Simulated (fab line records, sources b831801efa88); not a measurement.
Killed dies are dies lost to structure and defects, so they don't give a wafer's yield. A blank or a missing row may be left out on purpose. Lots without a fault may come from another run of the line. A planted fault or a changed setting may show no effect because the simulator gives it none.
Chamber matching | flow sfq_line | SFQ_TRILAYER_I5_BARC_OPEN_VIA_ETCH_200 on rie_diel-03: 4 sister chambers
The step etches BARC in O2, target depth 125 nm, time 41.7 s. 8 wafers are shown with their chamber, then 8 later ones without.

WAFERS WITH THEIR CHAMBER
wafer  | chamber | drypump_motor_current_A (A) | oes_product_au (a.u.)
L900.6 | 1       | 6.6                         | 0.682
L905.6 | 3       | 4.8                         | 0.689
L906.3 | 1       | 6.5                         | 0.675
L906.4 | 0       | 5.7                         | 0.683
L907.2 | 0       | 5.7                         | 0.690
L907.3 | 2       | 5.7                         | 0.683
L907.6 | 3       | 4.8                         | 0.680
L909.1 | 2       | 5.8                         | 0.678

WAFERS WITHOUT THEIR CHAMBER
wafer  | drypump_motor_current_A (A) | oes_product_au (a.u.)
L909.3 | 6.6                         | 0.681
L909.4 | 5.7                         | 0.686
L911.1 | 4.8                         | 0.688
L911.3 | 5.8                         | 0.692
L911.5 | 4.8                         | 0.684
L915.3 | 5.7                         | 0.685
L915.4 | 4.8                         | 0.681
L915.6 | 5.7                         | 0.676

WHICH CHAMBER EACH WENT THROUGH
wafer  | from the rows above     | in truth
L909.3 | 1                       | 1
L909.4 | can't be placed: 0 or 2 | 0
L911.1 | 3                       | 3
L911.3 | can't be placed: 0 or 2 | 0
L911.5 | 3                       | 3
L915.3 | can't be placed: 0 or 2 | 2
L915.4 | 3                       | 3
L915.6 | can't be placed: 2 or 0 | 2
Placed correctly: 4 of 8. Can't be placed from these rows: 4 (the true chamber is among the candidates in 4). Placed wrongly: 0.
How it was worked out, from the rows above alone: a wafer's distance from a chamber is the root of the sum, over the readings, of the square of ((its reading less the chamber's mean) divided by the reading's scatter). The wafer belongs to the nearest chamber; if the next one is less than 2 further off, it can't be placed. A chamber's mean is the mean of its shown wafers. The scatter: the root of (the sum of the squares of (reading less its chamber's mean) over the shown wafers, divided by (wafers less chambers)).
